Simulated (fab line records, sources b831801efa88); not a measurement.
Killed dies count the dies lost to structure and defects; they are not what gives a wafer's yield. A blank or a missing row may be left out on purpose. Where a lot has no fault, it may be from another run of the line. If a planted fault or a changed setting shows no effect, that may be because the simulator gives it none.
One fault through the eyes of 2 desks / flow gf180mcu / each desk has only its own numbers; what lay behind them comes last

== METROLOGY DESK ==
Lot by lot, what the gauges showed, no matter which tool ran the lot: averages of those sampled wafers that carry a number. Any lot whose mean is over 4 standard deviations away from the usual mean is out of limits and marked OUT; that distance is given in the brackets.
Columns: A = cd nm at GF_V1_CD_MEAS_14, usual 260.0 nm; B = V1_OVL at GF_V1_OVL_MEAS_15, usual 3 nm
lot=L789; first seen here=day 20 00:19; A=257.8; B=-2
lot=L798; first seen here=day 23 16:23; A=260.9; B=5
lot=L805; first seen here=day 25 17:11; A=260.6; B=-2
lot=L806; first seen here=day 26 00:43; A=260.2; B=-2
lot=L807; first seen here=day 26 04:31; A=260.4; B=-2
This desk's verdict: no lot among the 5 shows anything out of limits.

== DESK OF THE TOOL OWNER: pvd sputter-01 ==
At GF_V1_SPUTTER_22 (material TiN, target thk 10 nm, time 40 s) the tool's own readings: per lot run on this tool, the mean of the sampled wafers that have a number. Any lot whose mean is over 4 standard deviations away from the usual mean is out of limits and marked OUT; that distance is given in the brackets.
Columns: A = throttle valve pct at GF_V1_SPUTTER_22, usual 29.3 %
lot=L798; first seen here=day 23 17:16; A=29.8
lot=L806; first seen here=day 26 01:40; A=29.2
This desk's verdict: no lot among the 2 shows anything out of limits.

== ALL TOGETHER ==
Metrology desk: nothing out of limits seen.
Nothing out of limits was seen by the tool owner's desk.

== WHAT THE SIMULATOR HAD INSERTED ==
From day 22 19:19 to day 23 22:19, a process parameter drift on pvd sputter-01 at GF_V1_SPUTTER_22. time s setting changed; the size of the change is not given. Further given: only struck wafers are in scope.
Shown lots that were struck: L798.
